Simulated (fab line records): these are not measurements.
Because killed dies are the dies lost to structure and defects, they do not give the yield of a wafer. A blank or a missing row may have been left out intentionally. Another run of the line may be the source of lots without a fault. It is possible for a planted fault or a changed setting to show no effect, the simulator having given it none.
A lot that was struck, set against a sound lot + flow sfq line + 17 steps out of a route of 325
Sound: these wafers, L360.1, L360.4, L360.5. Struck: wafer L370.2; the same lot's L370.3 was not struck, so it is left out; see the end for the cause.
For every step that has rows: the tool of each side, followed by ch and its chambers, followed by its first start. Under that, the readings that differ: sound wafers + struck wafers + difference of the means + sigmas: that difference in standard deviations of wafers without a fault.
alike: a reading whose means differ by less than 2 such deviations, as well as words and numbers matching on both sides. not compared: withheld readings; readings where some wafer has no value; bounds like >300 that might hide an equal value; numbers whose values overlap and for which the record gives no deviation.
Wherever a step has rows on one side only, a row that says differs or no value, or a row with sigmas, the two part there. When numbers do not overlap yet have no deviation, they are printed without sigmas and do not part them. Lack of a reading on every wafer of one side parts them only where that side has two or more wafers.

SFQ_TRILAYER_I3_VIA_BARC_OPEN_VIA_ETCH_121: etches BARC in O2, target depth 125 nm, time 41.7 s.
  sound on rie diel-04 ch 0,1,2, day 43 01:49; struck on rie diel-03 ch 2, day 48 04:16
  alike: drypump motor current A, oes product au
  not compared: rf hours counter h
SFQ_TRILAYER_I3_VIA_ETCH_VIA_ETCH_088: etches SiO2 in CHF3, stops on Nb, target depth 260 nm.
  sound on rie diel-04 ch 0,1,2, day 43 01:51; struck on rie diel-03 ch 2, day 48 04:19
  alike: drypump motor current A, oes product au
SFQ_TRILAYER_I3_VIA_STRIP_STRIP_089: strips in O2.
  sound on rie metal-01 ch 0,1, day 43 01:58; struck on rie metal-03 ch 1, day 48 04:25
| reading               | sound             | struck | difference | sigmas |
|-----------------------|-------------------|--------|------------|--------|
| oes product au (a.u.) | 0.991 0.978 1.006 | 0.962  | -0.030     | -3     |
  alike: drypump motor current A
  not compared: rf hours counter h
then, 2 steps without rows for these wafers: SFQ_TRILAYER_I3_VIA_STRIP_SOLV_CLEAN_090 (cleans in NMP, time 600 s); SFQ_TRILAYER_M4_DEP_PRE_CLEAN_092 (time 22.5 s).
SFQ_TRILAYER_M4_DEP_SPUTTER_091: material Nb, target thk 200 nm, time 133.3 s.
  sound on pvd sputter-03 at day 43 02:46; struck on pvd sputter-06 at day 48 05:14
| reading                | sound                | struck | difference | sigmas |
|------------------------|----------------------|--------|------------|--------|
| cathode dc power W (W) | 1999.8 1999.4 1999.4 | 2000.4 | +0.9       | +2     |
  alike: chamber pressure pa, resputter cathode voltage v, substrate temp c, throttle valve pct
SFQ_M4_RS_MEAS_924: measurement is done with a four-point probe.
  sound on film metro-03 at day 43 02:52; struck on film metro-01 at day 48 05:20
  alike: M4_NB_RS
then, 4 steps without rows for these wafers: SFQ_TRILAYER_M4_LITHO_COAT_098 (resist thk 62 nm); SFQ_TRILAYER_M4_LITHO_COAT_093 (resist thk 600 nm); SFQ_TRILAYER_M4_LITHO_SOFTBAKE_097; SFQ_TRILAYER_M4_LITHO_EXPOSE_094 (exposes mask M4, target cd 500 nm).
-- the record jumps here: 5 days lie between the struck wafers' starts before and after --
SFQ_TRILAYER_M4_LITHO_PEB_096: peb time 60 s.
  sound on litho track-03 ch 0, day 49 05:36; struck on litho track-03 ch 0, day 53 17:01
  alike: plate temp C
then, 1 step without rows for these wafers: SFQ_TRILAYER_M4_LITHO_DEVELOP_095 (time 60 s).
SFQ_M4_OVL_MEAS_926:
  sound on overlay-02 at day 49 05:54; struck on overlay-01 at day 53 17:18
  alike: M4_OVL
SFQ_TRILAYER_M4_BARC_OPEN_METAL_ETCH_123: etches BARC in O2, target depth 125 nm, time 41.7 s.
  sound on rie metal-02 ch 0,1, day 49 05:56; struck on rie metal-02 ch 1, day 53 17:20
| reading             | sound             | struck | difference | sigmas |
|---------------------|-------------------|--------|------------|--------|
| model.M4.cd nm (nm) | 500.6 501.2 500.9 | 489    | -12        |        |
  alike: drypump motor current A, oes product au
  not compared: rf hours counter h
SFQ_TRILAYER_M4_ETCH_METAL_ETCH_096: etches Nb in Cl2/Ar, stops on SiO2, target depth 240 nm, time 120 s.
  sound on rie metal-02 ch 0,1, day 49 05:59; struck on rie metal-02 ch 1, day 53 17:25
| reading             | sound             | struck | difference | sigmas |
|---------------------|-------------------|--------|------------|--------|
| model.M4.cd nm (nm) | 499.2 504.3 505.1 | 492.8  | -10.1      |        |
  alike: drypump motor current A, oes product au
  not compared: rf hours counter h
SFQ_TRILAYER_M4_STRIP_STRIP_097: strips in O2.
  sound on rie metal-02 ch 0,1, day 49 06:07; struck on rie metal-02 ch 1, day 53 17:35
  alike: drypump motor current A, oes product au
  not compared: rf hours counter h

## WHERE THEY PART
At SFQ_TRILAYER_I3_VIA_STRIP_STRIP_089 first; at SFQ_TRILAYER_M4_DEP_SPUTTER_091 last (within this record only). Later steps at which nothing parts them and some readings are alike: SFQ_M4_RS_MEAS_924, SFQ_TRILAYER_M4_LITHO_PEB_096, SFQ_M4_OVL_MEAS_926, SFQ_TRILAYER_M4_BARC_OPEN_METAL_ETCH_123, SFQ_TRILAYER_M4_ETCH_METAL_ETCH_096, SFQ_TRILAYER_M4_STRIP_STRIP_097.

WHY: what the simulator had put in
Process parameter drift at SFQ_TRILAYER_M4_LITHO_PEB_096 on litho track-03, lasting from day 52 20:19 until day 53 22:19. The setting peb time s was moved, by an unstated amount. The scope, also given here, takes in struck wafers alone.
